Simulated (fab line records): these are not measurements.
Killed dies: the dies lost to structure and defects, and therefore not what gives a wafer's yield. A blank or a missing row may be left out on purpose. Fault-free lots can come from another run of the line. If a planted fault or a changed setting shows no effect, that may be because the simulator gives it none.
One fault through the eyes of 2 desks :: flow sky130 :: only its own numbers are on each desk; what lay behind them is given at the end

## AT THE METROLOGY DESK
Means of the sampled wafers that have a number, per lot and without regard to the tool the lot ran on: this is what the gauges read. If a lot's mean is further than 4 standard deviations from the usual mean, the lot is out of limits and carries the mark OUT (the distance appears in the brackets).
Columns: A = VIA2_W_RS at SKY_VIA2_RS_MEAS_22, usual 0.273 ohm/sq
lot: L628
first seen here: day 36 22:14
A: 0.276

lot: L627
first seen here: day 37 00:24
A: 0.273

lot: L629
first seen here: day 37 05:25
A: 0.271

lot: L630
first seen here: day 37 07:04
A: 0.273

lot: L632
first seen here: day 37 20:17
A: 0.275

lot: L633
first seen here: day 38 09:07
A: 0.273

lot: L634
first seen here: day 38 20:00
A: 0.276

lot: L637
first seen here: day 39 16:02
A: 0.272

lot: L642
first seen here: day 40 23:54
A: 0.270

lot: L643
first seen here: day 41 10:05
A: 0.275

lot: L644
first seen here: day 41 13:49
A: 0.274

lot: L647
first seen here: day 42 05:19
A: 0.273

lot: L648
first seen here: day 42 11:37
A: 0.273

lot: L649
first seen here: day 42 22:08
A: 0.275

lot: L650
first seen here: day 43 01:31
A: 0.273
This desk found nothing out of limits on any of the 15 lots.

## THE TOOL OWNER'S DESK: ilineStepper-01
The tool's own readings at SKY_CAPM_EXPOSE_09 (exposes mask CAPM, target cd 1000 nm): means of the sampled wafers that have a number, for each lot that ran on this tool. If a lot's mean is further than 4 standard deviations from the usual mean, the lot is out of limits and carries the mark OUT (the distance appears in the brackets).
Columns: A = exposureDoseMJCm2 at SKY_CAPM_EXPOSE_09, usual 159.02; B = focusOffsetNm at SKY_CAPM_EXPOSE_09, usual 0.0 nm
lot: L628
first seen here: day 37 11:15
A: 159.23
B: -0.2

lot: L630
first seen here: day 37 20:47
A: 159.00
B: -0.0

lot: L650
first seen here: day 43 13:43
A: 159.08
B: -0.3
This desk found nothing out of limits on any of the 3 lots.

## TAKEN TOGETHER
From the metrology desk's view, nothing was out of limits.
Nothing out of limits was seen by the tool owner's desk.

## WHAT THE SIMULATOR HAD INSERTED
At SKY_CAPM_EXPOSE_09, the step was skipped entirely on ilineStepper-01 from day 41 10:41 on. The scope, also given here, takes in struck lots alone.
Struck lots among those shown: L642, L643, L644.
